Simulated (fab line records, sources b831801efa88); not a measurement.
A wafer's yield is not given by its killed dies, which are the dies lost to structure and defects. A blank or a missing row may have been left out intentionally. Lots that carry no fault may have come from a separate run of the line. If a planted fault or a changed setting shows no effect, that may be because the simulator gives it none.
Code-filled problem report in 8D (eight disciplines) form / flow gf180mcu / the parts of the form that need people (team, actions taken, sign-off) are left out

## 1. THE ISSUE
Mean of time-to-endpoint-s at GF_V2_CMP_04: 52 s over 2 wafers from 1 lot, against 79 s (standard deviation 5.2) on wafers with no fault. Relative to the usual mean, that is a shift of -5.3 standard deviations.
The step: polishes SiO2.
Earliest sighting: wafer L306.3 on cmp-01 at day 22 18:11. The record has a number at this step for 15 wafers belonging to 5 lots. The rule behind "out" and "out of limits": a value lying over 4 standard deviations away from the usual mean. All remaining wafers that have a number are taken as sound.

## 2. WHAT IT IS, WHAT IT ISN'T
question=which readings at this step | is=time-to-endpoint-s | is not=motor-current-A
question=which lots | is=L306 | is not=L297, L314, L315, L319
question=which wafers of those lots | is=L306.2, L306.3 | is not=L306.5
question=read on which tools | is=cmp-01 | is not=cmp-02
question=when | is=from day 22 18:11 | is not=up to then (4 sound wafers); but 9 sound wafers of L314, L315, L319 came after

## 3. SUSPECTS, AND WHAT RULES EACH OUT
Counting: if a tool at a process step up to the reading ran every lot that is out, it stays a suspect. Sound lots after the first of them don't rule it out here, since some wafers of a struck lot are sound.
- rie-metal-03 at GF_M2_METAL_ETCH_16 (etches the open film in Cl2/BCl3, stops on SiO2, target depth 750.8 nm, time 125.1 s): kept. It ran the lot that is out, L306 (day 22 17:10).
- pecvd-04 at GF_V2_CVD_02 (deposits SiO2 from TEOS, target thk 850 nm, time 94.851 s): kept. It ran the lot that is out, L306 (day 22 18:03).
- cmp-01 at GF_V2_CMP_04 (polishes SiO2): kept. It ran the lot that is out, L306 (day 22 18:11). Its own readings are out on those wafers: time-to-endpoint-s.
- Within pecvd-04 at GF_V2_CVD_02: the wafers that are out ran in chambers 0, 2; their sound lot-mates ran in chamber 1.
Still standing after the count: rie-metal-03 at GF_M2_METAL_ETCH_16, pecvd-04 at GF_V2_CVD_02, cmp-01 at GF_V2_CMP_04.

## 4. THE CAUSE (what the simulator had put in)
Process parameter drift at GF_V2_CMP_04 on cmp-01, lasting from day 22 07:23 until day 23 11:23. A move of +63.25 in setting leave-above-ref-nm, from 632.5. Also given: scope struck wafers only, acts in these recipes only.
Of the 3 suspects that counting leaves, this tool is one.

## 5. THE EFFECT CHAIN, in route order
Rows list readings where the struck wafers' mean (over those with a number) sits beyond 3 standard deviations from the usual. Readings are gone through only where the record gives a usual standard deviation; hours: the median, over the lots, of the time from a lot's start at the first step in this table giving one to that lot's start at this step; sigmas: the change measured in usual standard deviations.
hours=0; step=GF_V2_CMP_04; reading=time-to-endpoint-s; usual=79 s; on struck wafers=52; change=-28; sigmas=-5.3
hours=-; step=GF_V2_ETCH_17; reading=oes-product-au; usual=0.855 a.u.; on struck wafers=0.905; change=+0.050; sigmas=+11
Process steps it contains:
- GF_V2_CMP_04: polishes SiO2.
- GF_V2_ETCH_17: etches SiO2 in C4F8/O2/Ar, stops on TiN, target depth 630 nm.
Later steps that measure or inspect, where all struck wafers having a row at the step show a number for every such reading and not one has moved that far: GF_V2_BOW_MEAS_05, GF_V2_CD_MEAS_14, GF_V2_OVL_MEAS_15, GF_V2_RS_MEAS_24, GF_V2_THK_MEAS_25.

## 6. WHAT WOULD HAVE CAUGHT IT SOONER
In this record no reading fell out of limits until day 22 18:11, 11 hours after the fault had begun at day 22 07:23.
